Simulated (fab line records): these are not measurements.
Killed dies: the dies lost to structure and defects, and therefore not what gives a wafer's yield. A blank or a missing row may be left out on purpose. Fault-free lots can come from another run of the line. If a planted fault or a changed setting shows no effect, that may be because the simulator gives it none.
A lot that was struck, set against a sound lot    flow sky130    43 out of 708 route steps
Sound: the wafers L266.3, L266.4, L266.6. Struck: wafers L280.3, L280.4, L280.5. The cause is given at the end.
Per side, at each step with rows, come the tool, then ch with its chambers, and then its first start. Under that, the readings that differ: sound wafers    struck wafers    difference of the means    sigmas: that difference in standard deviations of wafers without a fault.
alike: readings with means less than 2 such deviations apart, plus words and numbers identical on both sides. not compared: withheld readings, readings lacking a value on some wafer, bounds such as >300 that could conceal the same value, and numbers that have no deviation in the record and whose values overlap.
The two part at a step that has a row with sigmas, a row that says differs or no value, or rows on one side only. When numbers do not overlap yet have no deviation, they are printed without sigmas and do not part them. A reading that every wafer of one side lacks parts them only if that side has two wafers or more.

first, 8 steps without rows for these wafers: SKY_FIELD_ISO_DEHYDRATE_05 (time 60 s); SKY_FIELD_ISO_HMDS_06 (prime time 60 s); SKY_FIELD_ISO_COAT_07 (resist thk 60 nm); SKY_FIELD_ISO_COAT_08 (resist thk 450 nm); SKY_FIELD_ISO_SOFTBAKE_09 (time 90 s); SKY_FIELD_ISO_EXPOSE_10 (exposes mask FOM, target cd 150 nm); SKY_FIELD_ISO_PEB_11; SKY_FIELD_ISO_DEVELOP_12 (develop time 60 s).
SKY_FIELD_ISO_CD_MEAS_13 targets a cd of 150 nm.
  sound on cd-sem-02, day 3 06:09; struck on cd-sem-02, day 6 07:16
  alike: cd-nm
SKY_FIELD_ISO_ETCH_14: etches BARC in N2/H2, stops on SiO2, time 45.9 s, target depth 60 nm.
  sound on rie-diel-01 ch 1,3, day 3 06:14; struck on rie-diel-01 ch 0,2, day 6 07:21
reading                      sound        struck       difference  sigmas
drypump-motor-current-A (A)  5.2 5.2 5.0  6.4 6.4 6.5  +1.3        +2
  alike: oes-product-au, throttle-valve-pct
  not compared: rf-hours-counter-h
SKY_FIELD_ISO_ETCH_15: etches the open film in CHF3/O2, stops on Si, target depth 180 nm, time 72 s.
  sound on rie-diel-01 ch 1,3, day 3 06:16; struck on rie-diel-01 ch 0,2, day 6 07:24
reading                      sound        struck       difference  sigmas
drypump-motor-current-A (A)  5.2 5.2 5.0  6.4 6.4 6.4  +1.3        +2
  alike: oes-product-au, throttle-valve-pct
  not compared: rf-hours-counter-h
SKY_FIELD_ISO_STRIP_16: strips in O2/N2.
  sound on plasma-asher-01 ch 0,1, day 3 06:22; struck on plasma-asher-02 ch 0,1, day 6 07:29
reading                       sound           struck          difference  sigmas
strip-time-to-endpoint-s (s)  3.47 3.44 3.52  3.62 3.55 3.58  +0.11       +2
  alike: drypump-motor-current-A, oes-product-au
  not compared: rf-hours-counter-h
SKY_FIELD_ISO_ETCH_17: etches Si in HBr/Cl2/O2, target depth 342 nm, time 97.7 s.
  sound on rie-si-01 ch 0,2, day 3 06:26; struck on rie-si-01 ch 0,1,3, day 6 07:33
  alike: drypump-motor-current-A, oes-product-au, throttle-valve-pct
  not compared: rf-hours-counter-h
then, 5 steps without rows for these wafers: SKY_FIELD_ISO_WET_ETCH_18 (etches Si3N4 in H3PO4, target depth 25 nm, time 286 s); SKY_FIELD_ISO_CLEAN_19 (cleans in SC1/SC2, time 150 s); SKY_FIELD_ISO_CLEAN_20 (cleans in dHF, time 20 s); SKY_FIELD_ISO_WET_ETCH_21 (etches SiO2 in dHF, target depth 20 nm, time 400 s); SKY_FIELD_ISO_OXIDATION_22 (stabilise 600 s, purge 300 s, target thk 10 nm).
SKY_FIELD_ISO_THK_MEAS_23:
  sound on film-metro-03, day 3 07:58; struck on film-metro-04, day 6 09:07
  alike: FIELD_ISO_OXIDATION_01_THK
then, 1 step without rows for these wafers: SKY_FIELD_ISO_CVD_24 (deposits SiO2, target thk 595 nm, time 99.2 s).
SKY_FIELD_ISO_THK_MEAS_25:
  sound on film-metro-04, day 3 08:06; struck on film-metro-03, day 6 09:16
  alike: FIELD_ISO_CVD_24_THK
then, 1 step without rows for these wafers: SKY_FIELD_ISO_ANNEAL_26 (time 1800 s).
SKY_FIELD_ISO_CMP_27: polishes, stops on Si3N4, t overpolish 16 s, target thk 457.8 nm.
  sound on cmp-02 ch 0,3, day 3 10:58; struck on cmp-02 ch 0,3, day 6 11:04
  alike: motor-current-A, overpolish-run-s, time-to-endpoint-s
then, 5 steps without rows for these wafers: SKY_FIELD_ISO_WET_ETCH_28 (etches SiO2 in dHF, target depth 23.7 nm, time 47 s); SKY_FIELD_ISO_WET_ETCH_29 (etches Si3N4 in H3PO4, target depth 160 nm, time 1825 s); SKY_FIELD_ISO_WET_ETCH_30 (etches SiO2 in dHF, target depth 25 nm, time 50 s); SKY_NWELL_CLEAN_00 (cleans in SC1/SC2, time 150 s); SKY_NWELL_OXIDATION_01 (stabilise 600 s, purge 300 s, target thk 10 nm).
SKY_NWELL_THK_MEAS_02:
  sound on film-metro-01, day 3 13:37; struck on film-metro-01, day 6 13:43
  alike: NWELL_OXIDATION_THK
then, 8 steps without rows for these wafers: SKY_DNWELL_DEHYDRATE_00 (time 60 s); SKY_DNWELL_HMDS_01 (prime time 60 s); SKY_DNWELL_COAT_02 (resist thk 3000 nm); SKY_DNWELL_SOFTBAKE_03; SKY_DNWELL_EXPOSE_04 (exposes mask DNM, target cd 3000 nm); SKY_DNWELL_PEB_05; SKY_DNWELL_DEVELOP_06 (develop time 60 s); SKY_DNWELL_IMPLANT_07.
SKY_DNWELL_STRIP_08: strips in O2/N2.
  sound on plasma-asher-04 ch 0,1, day 4 05:07; struck on plasma-asher-01 ch 0,1, day 7 08:55
  alike: drypump-motor-current-A, oes-product-au, strip-time-to-endpoint-s
  not compared: rf-hours-counter-h
SKY_DNWELL_TW_MEAS_09:
  sound on film-metro-01, day 4 05:13; struck on film-metro-02, day 7 09:00
  alike: DNWELL_TW
then, 3 steps without rows for these wafers: SKY_PWDE_DEHYDRATE_00 (time 60 s); SKY_PWDE_HMDS_01 (prime time 60 s); SKY_PWDE_COAT_02 (resist thk 3000 nm).
-- the record jumps here: 43 days lie between the struck wafers' starts before and after (it left off in module PWDE and takes up again in module PAD_OPEN, whose first step shown is number 708 of the route) --
SKY_PAD_OPEN_PROBE_99:
  sound on prober-01, day 47 08:47; struck on prober-01, day 50 02:29
reading              sound     struck                                                                      difference                    sigmas
hold                 - - -     await-dispo/3.6h/release await-dispo/3.6h/release await-dispo/3.6h/release  no value on the sound wafers  
killed-at-front-end  16 18 10  25 59 47                                                                    +29                           +7
killed-dies          98 86 72  80 134 120                                                                  +26                           +3
  alike: killed_at_M0_to_M3, killed_at_M4_up, killed-at-contacts, killed-at-other, killed-open, killed-short

== WHERE THEY PART ==
First at SKY_FIELD_ISO_ETCH_14; last, within this record, at SKY_PAD_OPEN_PROBE_99.

WHY: what the simulator had put in
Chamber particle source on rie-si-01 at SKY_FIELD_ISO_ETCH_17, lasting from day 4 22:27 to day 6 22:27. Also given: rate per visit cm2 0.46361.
